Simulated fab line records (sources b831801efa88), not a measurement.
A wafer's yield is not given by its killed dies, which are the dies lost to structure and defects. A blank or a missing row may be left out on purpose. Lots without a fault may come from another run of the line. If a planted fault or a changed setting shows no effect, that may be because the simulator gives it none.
A lot that was struck, set against a sound lot | flow sky130 | 15 out of 708 route steps
Sound: wafers L990.1, L990.4, L990.5. Struck: wafer L994.3. (L994.4, L994.6 of the same lot were not struck and are left out.) The cause comes at the end.
Each step with rows lists, per side, the tool, then ch with its chambers, then its first start. Under that, the readings that differ: sound wafers | struck wafers | difference of the means | sigmas: that difference in standard deviations of wafers without a fault.
alike: readings whose means differ by less than 2 such deviations, and words and numbers that are the same on both sides. not compared: withheld readings, readings that some wafer has no value for, bounds like >300 that may hide the same value, and numbers for which the record gives no deviation and whose values overlap.
The two part at a step that has a row with sigmas, a row that says differs or no value, or rows on one side only. Non-overlapping numbers with no deviation appear without sigmas and do not part them. A reading missing from all wafers of one side parts the sides only when that side holds two or more wafers.

first, 4 steps without rows for these wafers: SKY_VIA2_SOFTBAKE_08 (time 90 s); SKY_VIA2_EXPOSE_09 (exposes mask VIM2, target cd 200 nm); SKY_VIA2_PEB_10; SKY_VIA2_DEVELOP_11 (develop time 60 s).
SKY_VIA2_CD_MEAS_12: the cd target is 200 nm.
  sound on cd-sem-02, day 39 00:47; struck on cd-sem-01, day 39 23:22
  alike: cd-nm
SKY_VIA2_OVL_MEAS_13:
  sound on overlay-01, day 39 00:54; struck on overlay-01, day 39 23:28
  alike: VIA2_OVL
SKY_VIA2_ETCH_14: etches BARC in N2/H2, stops on SiO2, time 45.9 s, target depth 60 nm.
  sound on rie-diel-03 ch 0,1,3, day 39 00:56; struck on rie-diel-01 ch 2, day 39 23:29
  alike: chamber-pressure-mTorr, drypump-motor-current-A, oes-product-au, rf-fwd-power-W, throttle-valve-pct
  not compared: rf-hours-counter-h
SKY_VIA2_ETCH_15: etches SiO2 in C4F8/O2/Ar, stops on TiN, target depth 546 nm, time 84 s.
  sound on rie-diel-03 ch 0,1,3, day 39 00:59; struck on rie-diel-01 ch 2, day 39 23:32
  reading                        | sound             | struck | difference | sigmas
  chamber-pressure-mTorr (mTorr) | 39.97 39.93 39.96 | 40.03  | +0.08      | +2
  alike: oes-product-au, rf-fwd-power-W
  not compared: rf-hours-counter-h
SKY_VIA2_STRIP_16: strips in O2/N2.
  sound on plasma-asher-02 ch 0,1, day 39 01:03; struck on plasma-asher-04 ch 1, day 39 23:41
  reading                      | sound             | struck | difference | sigmas
  drypump-motor-current-A (A)  | 5.1 5.7 5.1       | 6.4    | +1.1       | +3
  strip-time-to-endpoint-s (s) | 4.054 4.102 4.075 | 4.027  | -0.050     | -2
  alike: chamber-pressure-mTorr, oes-product-au
  not compared: rf-hours-counter-h
then, 3 steps without rows for these wafers: SKY_VIA2_STRIP_17 (strips in post etch residue remover, time 1200 s); SKY_VIA2_CLEAN_18 (cleans in IPA, time 180 s); SKY_VIA2_CLEAN_19 (cleans in O3/DIW).
SKY_VIA2_SPUTTER_20: material TiN, target thk 20 nm, time 80 s.
  sound on pvd-sputter-04, day 39 01:39; struck on pvd-sputter-03, day 40 00:25
  reading                                  | sound                | struck | difference | sigmas
  cathode-dc-power-W (W)                   | 4000.4 4000.5 3999.9 | 4216.7 | +216.4     | +99 or more
  model.TiN_of_VIA2_SPUTTER_20.thk-nm (nm) | 20.21 20.09 20.11    | 21.22  | +1.08      |
  alike: throttle-valve-pct
SKY_VIA2_CVD_21: deposits W, target thk 420 nm, time 126.4 s.
  sound on cvd-w-01 ch 0,1, day 39 01:43; struck on cvd-w-01 ch 0, day 40 00:31
  alike: heater-power-w
SKY_PAD_OPEN_PROBE_99:
  the record holds rows for the sound wafers here (prober-01, day 48 04:11) but none for the struck ones

## WHERE THEY PART
At SKY_VIA2_ETCH_15 first; at SKY_PAD_OPEN_PROBE_99 last (within this record only).

WHY: what the simulator had put in
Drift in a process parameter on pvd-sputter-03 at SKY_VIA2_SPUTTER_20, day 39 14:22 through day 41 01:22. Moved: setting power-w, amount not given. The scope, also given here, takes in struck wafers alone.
